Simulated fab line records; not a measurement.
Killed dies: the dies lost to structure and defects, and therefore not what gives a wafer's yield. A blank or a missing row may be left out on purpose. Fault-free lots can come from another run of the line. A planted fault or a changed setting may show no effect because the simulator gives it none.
8D (eight disciplines) problem report, filled in by code -- flow sky130 -- the parts of the form that need people (team, actions taken, sign-off) are left out

== 1. PROBLEM STATEMENT ==
At SKY_PAD_OPEN_PROBE_99, killedAtFrontEnd averages 69 over 6 wafers from 2 lots, while fault-free wafers read 15, standard deviation 4.8. That is +11 standard deviations from the usual mean.
First seen on wafer L491.2, day 47 16:43, on prober-01. The record has a number at this step for 39 wafers belonging to 13 lots. The rule behind "out" and "out of limits": a value lying over 4 standard deviations away from the usual mean. All remaining wafers that have a number are taken as sound.

== 2. WHAT IT IS AND WHAT IT IS NOT ==
question,is,is not
which readings at this step,"killedAtFrontEnd, killedDies","killed_at_M4_up, killedAtContacts, killedAtOther, killedOpen, killedShort"
which lots,"L491, L493","L483, L484, L485, L487, L492, L499, L502, L503, L504, L505, L506"
which wafers of those lots,all that have a number,-
read on which tools,prober-01,prober-02
when,from day 47 16:43,"up to then (12 sound wafers); but 21 sound wafers of L492, L499, L502, L503, L504, L505, L506 came after"

== 3. WHAT RULES OUT EACH SUSPECT ==
Counting: a tool stays on the suspect list if, at a process step up to the reading, it processed all lots that are out and no sound lot following the first of them.
- wetBench-04 at SKY_SONOS_ONO_WET_ETCH_16 (etches SiO2 in dHF, target depth 14 nm, time 280 s): ruled out as a lasting fault. Sound lots L503, L505, L506 ran on it after its first lot that is out, L491 (day 15 11:01).
- plasmaAsher-04 at SKY_METAL3_STRIP_19 (strips in O2/N2): ruled out as a lasting fault. Sound lots L492, L503, L505, L506 ran on it after its first lot that is out, L491 (day 40 23:35).
- prober-01 at SKY_PAD_OPEN_PROBE_99: ruled out as a lasting fault. Sound lots L503, L505 ran on it after its first lot that is out, L491 (day 47 16:43).
Left after counting: nothing in the record.

== 4. THE CAUSE (what the simulator had put in) ==
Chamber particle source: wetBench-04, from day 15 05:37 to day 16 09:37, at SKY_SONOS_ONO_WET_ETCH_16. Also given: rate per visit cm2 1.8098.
Counting ruled it out, wrongly: the rule takes a fault to strike every lot that its tool runs from its start on, and this one did not.

== 5. THE EFFECT CHAIN, in route order ==
Each row: a reading where the mean over the struck wafers with a number is more than 3 standard deviations away from the usual. Only readings whose record carries a usual standard deviation are examined. hours: median over the lots of the time between each lot's start at the first step of this table that gives one and its start at this step. sigmas: the change, counted in usual standard deviations.
hours,step,reading,usual,on struck wafers,change,sigmas
0,SKY_PAD_OPEN_PROBE_99,killedAtFrontEnd,15,69,+54,+11
0,SKY_PAD_OPEN_PROBE_99,killedDies,85,138,+53,+5.7
It contains these process steps:
- SKY_PAD_OPEN_PROBE_99

== 6. WHAT WOULD HAVE CAUGHT IT SOONER ==
In this record the first reading out of limits was taken at day 47 16:43, 779 hours after the fault began at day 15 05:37.
